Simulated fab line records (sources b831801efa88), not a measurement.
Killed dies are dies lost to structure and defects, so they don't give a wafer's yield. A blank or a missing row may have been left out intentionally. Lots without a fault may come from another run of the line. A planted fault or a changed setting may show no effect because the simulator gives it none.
Split-lot study || flow sky130 || 18 wafers read from 5 lots, route of 708 steps

SPLIT DETAILS
At SKY_METAL4_COAT_08 (resist thk 1140 nm), the setting spin-rpm was moved away from the recipe's 3000 rpm on 8 of the 18 wafers read, by -7.1% to +6.4%. This setting was run at the recipe's value on the other wafers.

FROM THE SPLIT TO THE READING: what the file shows between them, 4 steps
- SKY_METAL4_DEVELOP_12: develop time 60 s (also split here: dev-temp-c)
- SKY_METAL4_DESCUM_15: chemistry O2, time 8 s
- SKY_METAL4_ETCH_16: etches BARC in N2/H2, stops on SiO2, time 86.74 s, target depth 60 nm
- SKY_METAL4_ETCH_17: etches SiO2 in C4F8/O2/Ar, stops on TiN, time 3.9 s, target depth 15 nm

THE READING
KrF-thick_of_METAL4_COAT_08.thk-nm (the simulator's own value, which no gauge read), in nm, at SKY_METAL4_METAL_ETCH_18 (etches the open film in Cl2/BCl3, stops on SiO2, target depth 845 nm, time 183.1 s). The file does not state a usual value for it. Average 525.7 nm, standard deviation 7.5 nm, over the 10 wafers here run with the recipe.

{"wafer": "L077.1", "tool, chamber at the split": "litho-track-02, 0", "spin-rpm as run, rpm": 2787, "against the recipe": "-7.1%", "KrF-thick_of_METAL4_COAT_08.thk-nm, nm": 570.9, "against lot-mates on the recipe": "+40.1"}
{"wafer": "L077.2", "tool, chamber at the split": "litho-track-02, 0", "spin-rpm as run, rpm": 3000, "against the recipe": "recipe", "KrF-thick_of_METAL4_COAT_08.thk-nm, nm": 521.9, "against lot-mates on the recipe": "-"}
{"wafer": "L077.3", "tool, chamber at the split": "litho-track-02, 0", "spin-rpm as run, rpm": 3000, "against the recipe": "recipe", "KrF-thick_of_METAL4_COAT_08.thk-nm, nm": 539.7, "against lot-mates on the recipe": "-"}
{"wafer": "L077.5", "tool, chamber at the split": "litho-track-02, 0", "spin-rpm as run, rpm": 2787, "against the recipe": "-7.1%", "KrF-thick_of_METAL4_COAT_08.thk-nm, nm": 581.5, "against lot-mates on the recipe": "+50.7"}
{"wafer": "L077.6", "tool, chamber at the split": "litho-track-02, 0", "spin-rpm as run, rpm": 2787, "against the recipe": "-7.1%", "KrF-thick_of_METAL4_COAT_08.thk-nm, nm": 566.7, "against lot-mates on the recipe": "+35.9"}
{"wafer": "L080.2", "tool, chamber at the split": "litho-track-01, 0", "spin-rpm as run, rpm": 3000, "against the recipe": "recipe", "KrF-thick_of_METAL4_COAT_08.thk-nm, nm": 531.6, "against lot-mates on the recipe": "-"}
{"wafer": "L080.4", "tool, chamber at the split": "litho-track-01, 0", "spin-rpm as run, rpm": 3000, "against the recipe": "recipe", "KrF-thick_of_METAL4_COAT_08.thk-nm, nm": 528, "against lot-mates on the recipe": "-"}
{"wafer": "L080.5", "tool, chamber at the split": "litho-track-01, 0", "spin-rpm as run, rpm": 3000, "against the recipe": "recipe", "KrF-thick_of_METAL4_COAT_08.thk-nm, nm": 526.1, "against lot-mates on the recipe": "-"}
{"wafer": "L082.1", "tool, chamber at the split": "litho-track-01, 0", "spin-rpm as run, rpm": 3000, "against the recipe": "recipe", "KrF-thick_of_METAL4_COAT_08.thk-nm, nm": 529.5, "against lot-mates on the recipe": "-"}
{"wafer": "L082.4", "tool, chamber at the split": "litho-track-01, 0", "spin-rpm as run, rpm": 2855, "against the recipe": "-4.8%", "KrF-thick_of_METAL4_COAT_08.thk-nm, nm": 548.2, "against lot-mates on the recipe": "+18.7"}
{"wafer": "L082.5", "tool, chamber at the split": "litho-track-01, 0", "spin-rpm as run, rpm": 2855, "against the recipe": "-4.8%", "KrF-thick_of_METAL4_COAT_08.thk-nm, nm": 546.7, "against lot-mates on the recipe": "+17.2"}
{"wafer": "L084.1", "tool, chamber at the split": "litho-track-02, 0", "spin-rpm as run, rpm": 3192, "against the recipe": "+6.4%", "KrF-thick_of_METAL4_COAT_08.thk-nm, nm": 484.7, "against lot-mates on the recipe": -31.5}
{"wafer": "L084.2", "tool, chamber at the split": "litho-track-02, 0", "spin-rpm as run, rpm": 3192, "against the recipe": "+6.4%", "KrF-thick_of_METAL4_COAT_08.thk-nm, nm": 478.7, "against lot-mates on the recipe": -37.5}
{"wafer": "L084.3", "tool, chamber at the split": "litho-track-02, 0", "spin-rpm as run, rpm": 3192, "against the recipe": "+6.4%", "KrF-thick_of_METAL4_COAT_08.thk-nm, nm": 487.1, "against lot-mates on the recipe": -29.1}
{"wafer": "L084.5", "tool, chamber at the split": "litho-track-02, 0", "spin-rpm as run, rpm": 3000, "against the recipe": "recipe", "KrF-thick_of_METAL4_COAT_08.thk-nm, nm": 521.9, "against lot-mates on the recipe": "-"}
{"wafer": "L084.6", "tool, chamber at the split": "litho-track-02, 0", "spin-rpm as run, rpm": 3000, "against the recipe": "recipe", "KrF-thick_of_METAL4_COAT_08.thk-nm, nm": 510.5, "against lot-mates on the recipe": "-"}
{"wafer": "L085.1", "tool, chamber at the split": "litho-track-02, 0", "spin-rpm as run, rpm": 3000, "against the recipe": "recipe", "KrF-thick_of_METAL4_COAT_08.thk-nm, nm": 519.2, "against lot-mates on the recipe": "-"}
{"wafer": "L085.2", "tool, chamber at the split": "litho-track-02, 0", "spin-rpm as run, rpm": 3000, "against the recipe": "recipe", "KrF-thick_of_METAL4_COAT_08.thk-nm, nm": 528.2, "against lot-mates on the recipe": "-"}

THE FIT
A straight line over all 18 wafers: KrF-thick_of_METAL4_COAT_08.thk-nm changes by -6.36 nm for each +1% of spin-rpm; r = -0.97; the points scatter about the line by 7.4 nm.
The same after taking each lot's own level away (the mean of its wafers on the recipe; 18 wafers): -5.3 nm for each +1%; r = -0.97; scatter 6.2 nm.
That fit puts the effect of the largest move of spin-rpm on the reading at 38 nm.
Measured against the standard deviation above, the lots' own levels, which go from 516.20 to 530.80 nm, span 2.0 times it.
So the slope is not independent of the lot-to-lot level: the two fits are not the same.
Check: for one of the wafers moved furthest among these (-7.1%), held out of the fit, the line's prediction against its lot-mates is +37.2 nm. It came out at +40.1 nm against them.

FURTHER SPLITS ON THESE WAFERS
Note: prior to the reading, these wafers also went through further splits. Each is held against what the fit with the lots' levels taken away leaves over:
{"other split on the same wafers": "SKY_CAP2M_METAL_ETCH_13 time-s", "wafers away from the commonest value": 10, "r with KrF-thick_of_METAL4_COAT_08.thk-nm (lot level and that fit taken away)": -0.10}
{"other split on the same wafers": "SKY_METAL4_DEVELOP_12 dev-temp-c", "wafers away from the commonest value": 5, "r with KrF-thick_of_METAL4_COAT_08.thk-nm (lot level and that fit taken away)": "+0.34"}

THE WHOLE CHAIN: every reading that the file lists as answering this split, in the file's order
{"step": "SKY_METAL4_COAT_08", "what it does": "resist thk 1140 nm", "reading": "KrF-thick_of_METAL4_COAT_08.thk-nm (the simulator's own value, which no gauge read)", "change (the file's fit)": "-5.56 nm for each +1% of the setting", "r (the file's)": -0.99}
{"step": "SKY_METAL4_METAL_ETCH_18", "what it does": "etches the open film in Cl2/BCl3, stops on SiO2, target depth 845 nm, time 183.1 s", "reading": "KrF-thick_of_METAL4_COAT_08.thk-nm (the simulator's own value, which no gauge read)", "change (the file's fit)": "-5.35 nm for each +1% of the setting", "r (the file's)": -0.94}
{"step": "SKY_METAL4_STRIP_19", "what it does": "strips in O2/N2", "reading": "strip-time-to-endpoint-s", "change (the file's fit)": "withheld for each +1% of the setting", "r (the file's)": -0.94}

FILE'S OWN FIT
KrF-thick_of_METAL4_COAT_08.thk-nm changes by -5.35 nm for each +1% of spin-rpm, r = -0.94.
